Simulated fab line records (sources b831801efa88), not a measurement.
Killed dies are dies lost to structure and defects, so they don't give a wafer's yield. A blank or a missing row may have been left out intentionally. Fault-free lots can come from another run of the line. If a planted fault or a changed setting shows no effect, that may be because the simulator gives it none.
2 desks, one fault || flow gf180mcu || only its own numbers are on each desk; what lay behind them is given at the end

AT THE TOOL OWNER'S DESK: pvd_sputter-03
The tool's own readings at GF_MIM_SPUTTER_08 (material AlCu, target thk 200 nm, time 10.6 s): means of the sampled wafers that have a number, for each lot that ran on this tool. Marked OUT: a lot whose mean sits more than 4 standard deviations from the usual mean, which makes it out of limits; the brackets give that distance.
Columns: A = throttle_valve_pct at GF_MIM_SPUTTER_08, usual 30.2 %
{"lot": "L109", "first seen here": "day 24 17:40", "A": 28.7}
{"lot": "L111", "first seen here": "day 25 02:42", "A": 29.5}
{"lot": "L120", "first seen here": "day 28 00:38", "A": 28.9}
{"lot": "L122", "first seen here": "day 28 20:01", "A": 30.0}
{"lot": "L132", "first seen here": "day 31 09:37", "A": 30.7}
Finding of this desk: none of the 5 lots has anything out of limits.

METROLOGY DESK
Lot by lot, what the gauges showed, no matter which tool ran the lot: averages of those sampled wafers that carry a number. Marked OUT: a lot whose mean sits more than 4 standard deviations from the usual mean, which makes it out of limits; the brackets give that distance.
Columns: A = MIM_ALCU_RS at GF_MIM_RS_MEAS_10, usual 0.1614 ohm/sq; B = MIM_ALCU_THK at GF_MIM_THK_MEAS_11, usual 196.2 nm; C = M5_OVL at GF_M5_OVL_MEAS_08, usual 4 nm
{"lot": "L109", "first seen here": "day 24 17:45", "A": 0.1626, "B": 195.5, "C": 4}
{"lot": "L111", "first seen here": "day 25 02:48", "A": 0.1591, "B": 198.6, "C": 11}
{"lot": "L113", "first seen here": "day 25 19:25", "A": 0.1617, "B": 195.9, "C": 2}
{"lot": "L120", "first seen here": "day 28 00:41", "A": "0.1811 (+10) OUT", "B": "179.0 (-6.9) OUT", "C": 8}
{"lot": "L122", "first seen here": "day 28 20:06", "A": "0.1991 (+20) OUT", "B": "163.9 (-13) OUT", "C": 1}
{"lot": "L124", "first seen here": "day 29 09:53", "A": 0.1624, "B": 194.6, "C": 11}
{"lot": "L126", "first seen here": "day 29 18:20", "A": 0.1638, "B": 192.4, "C": 4}
{"lot": "L127", "first seen here": "day 29 23:23", "A": 0.1613, "B": 195.7, "C": 0}
{"lot": "L130", "first seen here": "day 30 20:11", "A": 0.1609, "B": 196.5, "C": 4}
{"lot": "L132", "first seen here": "day 31 09:43", "A": 0.1603, "B": 198.5, "C": -1}
This desk finds L120, L122 out of limits, with the earliest case on L120 at day 28 00:41 (MIM_ALCU_RS at GF_MIM_RS_MEAS_10). Within limits: L109, L111, L113, L124, L126, L127, L130, L132.

PUT TOGETHER
An alarm was possible from the metrology desk at day 28 00:41, on L120, L122.
The tool owner's desk saw nothing out of limits.
On record at the tool owner's desk: L120, L122, within its limits.
All the named lots went through GF_MIM_SPUTTER_08 on pvd_sputter-03.

WHAT THE SIMULATOR PUT IN
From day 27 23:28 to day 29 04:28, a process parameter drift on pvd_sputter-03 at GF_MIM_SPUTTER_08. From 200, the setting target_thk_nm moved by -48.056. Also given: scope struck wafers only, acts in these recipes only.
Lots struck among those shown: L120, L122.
Hours from the fault's start to each desk's first reading out of limits: the metrology desk, 1.
